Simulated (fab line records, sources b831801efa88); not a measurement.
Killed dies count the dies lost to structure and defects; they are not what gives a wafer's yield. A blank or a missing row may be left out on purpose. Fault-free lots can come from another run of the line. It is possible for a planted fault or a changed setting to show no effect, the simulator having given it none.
The tool behind it: which one? | flow gf180mcu | route of 602 steps, sampled at 1 step: 7 lots, 21 wafers

== WHAT THE GAUGES READ, wafer by wafer ==
GF_MIM_THK_MEAS_11: measures by xrf.
lot  | measured     | on           | MIM_ALCU_THK (nm)
L479 | day 25 09:16 | filmMetro-02 | 193.8 197.2 193.6
L482 | day 26 22:59 | filmMetro-01 | 199.8 200.6 198.9
L485 | day 27 10:18 | filmMetro-02 | 196.9 195.4 200.5
L487 | day 28 06:00 | filmMetro-01 | 197.4 200.8 196.6
L490 | day 29 01:41 | filmMetro-01 | 200.6 201.4 200.6
L492 | day 29 15:33 | filmMetro-02 | 200.8 202.1 201.6
L498 | day 31 08:11 | filmMetro-04 | 197.3 200.2 196.8

== WHICH TOOL RAN EACH LOT (tool, then ch and the chambers of the sampled wafers, then the start) ==
The record shows no process step preceding these readings.

== THE ANSWER, worked out from the rows above alone ==
Rule: the lots themselves supply what counts as usual. The widest of any qualifying gaps counts: lots, ordered by their means at a reading, are off when they make up no more than a third of the lots, leave a main group of 4 or more, and stand apart from it by 3 or more times the standard deviation of that group's means. The tables above print the reading to a certain number of digits; a main group whose means all agree to those digits is not used. A lot without any number at a reading at which 4 lots or more have one is off too. The other lots that the step has rows for count as sound.
Across all readings shown, no lot is off: no conclusion can be drawn from this.

== WHAT THE SIMULATOR HAD PUT IN ==
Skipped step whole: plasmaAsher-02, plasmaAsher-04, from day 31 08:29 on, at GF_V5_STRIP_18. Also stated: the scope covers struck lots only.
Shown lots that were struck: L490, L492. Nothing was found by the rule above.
